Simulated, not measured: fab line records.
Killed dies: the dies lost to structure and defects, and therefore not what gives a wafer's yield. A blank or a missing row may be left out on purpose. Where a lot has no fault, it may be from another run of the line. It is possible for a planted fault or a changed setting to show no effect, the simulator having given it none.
Struck lot and sound lot, side by side || flow gf180mcu || 14 out of 602 route steps
Sound: the wafers L485.2, L485.4, L485.5. Wafers struck: L496.1, L496.2, L496.5. At the end, the cause is stated.
Each step with rows lists, per side, the tool, then ch with its chambers, then its first start. Under that, the readings that differ: sound wafers || struck wafers || difference of the means || sigmas: that difference in standard deviations of wafers without a fault.
alike: words and numbers the same on both sides, and readings whose means are apart by under 2 such deviations; not compared: readings that were withheld, readings missing a value for some wafer, numbers with overlapping values and no deviation given by the record, and bounds like >300 which may hide the same value.
The two part at a step that has a row with sigmas, a row that says differs or no value, or rows on one side only. Numbers that don't overlap but have no deviation are shown without sigmas and don't part them. A reading that every wafer of one side lacks parts them only if that side has two wafers or more.

first, 6 steps without rows for these wafers: GF_SAB_HMDS_03 (prime time 60 s); GF_SAB_COAT_04 (resist thk 1000 nm); GF_SAB_SOFTBAKE_05 (time 60 s); GF_SAB_EXPOSE_06 (exposes mask SAB, target cd 420 nm); GF_SAB_PEB_07; GF_SAB_DEVELOP_08 (develop time 60 s).
GF_SAB_CD_MEAS_09: target cd 420 nm.
  struck on cd_sem-01, day 20 19:23; sound on cd_sem-02, day 16 23:36
  alike: cd_nm
GF_SAB_OVL_MEAS_10:
  struck on overlay-01, day 20 19:30; sound on overlay-01, day 16 23:42
  alike: SAB_OVL
GF_SAB_ETCH_11: etches SiO2 in C4F8/O2/Ar, target depth 55 nm, time 8.5 s.
  sound on rie_diel-03 ch 0,2,3, day 16 23:44; struck on rie_diel-01 ch 0,1, day 20 19:32
  alike: bias_w, chamber_pressure_mTorr, oes_product_au
  not compared: rf_hours_counter_h
then, 1 step without rows for these wafers: GF_SAB_WET_ETCH_12 (etches SiO2 in dHF, target depth 22 nm, time 440 s).
GF_SAB_STRIP_13: strips in O2/N2.
  sound on plasma_asher-02 ch 0,1, day 16 23:53; struck on plasma_asher-01 ch 0,1, day 20 19:41
  alike: drypump_motor_current_A, heater_power_w, oes_product_au, strip_time_to_endpoint_s
  not compared: rf_hours_counter_h
then, 1 step without rows for these wafers: GF_SALICIDE_CLEAN_00 (cleans in SC1/SC2, time 150 s).
GF_SALICIDE_WET_ETCH_01: etches SiO2 in dHF, target depth 5 nm, time 100 s.
  sound on wet_bench-04 ch 1, day 17 00:02; struck on wet_bench-01 ch 0, day 20 19:50
  no value came back on the struck wafers for bath_heat_duty_pct (%), run_length_s (s); on the sound wafers bath_heat_duty_pct (%) reads 6.1 6.8 7.2
{"reading": "model.SiO2_of_SAB_CVD_00.thk_nm (nm)", "sound": "39.41 39.98 39.87", "struck": "50.07 49.63 51.36", "difference": "+10.60", "sigmas": ""}
{"reading": "model.SiO2_of_STI_CVD_23.thk_nm (nm)", "sound": "336.8 337.4 338", "struck": "338.3 341 342.2", "difference": "+3.1", "sigmas": ""}
GF_SALICIDE_SPUTTER_02: material Co, target thk 10 nm, time 20 s.
  struck on pvd_sputter-03, day 20 19:53; sound on pvd_sputter-02, day 17 00:05
  alike: throttle_valve_pct

WHERE THEY PART
Only at GF_SALICIDE_WET_ETCH_01, as far as this record shows. Later steps at which nothing parts them and some readings are alike: GF_SALICIDE_SPUTTER_02.

WHY: what the simulator had put in
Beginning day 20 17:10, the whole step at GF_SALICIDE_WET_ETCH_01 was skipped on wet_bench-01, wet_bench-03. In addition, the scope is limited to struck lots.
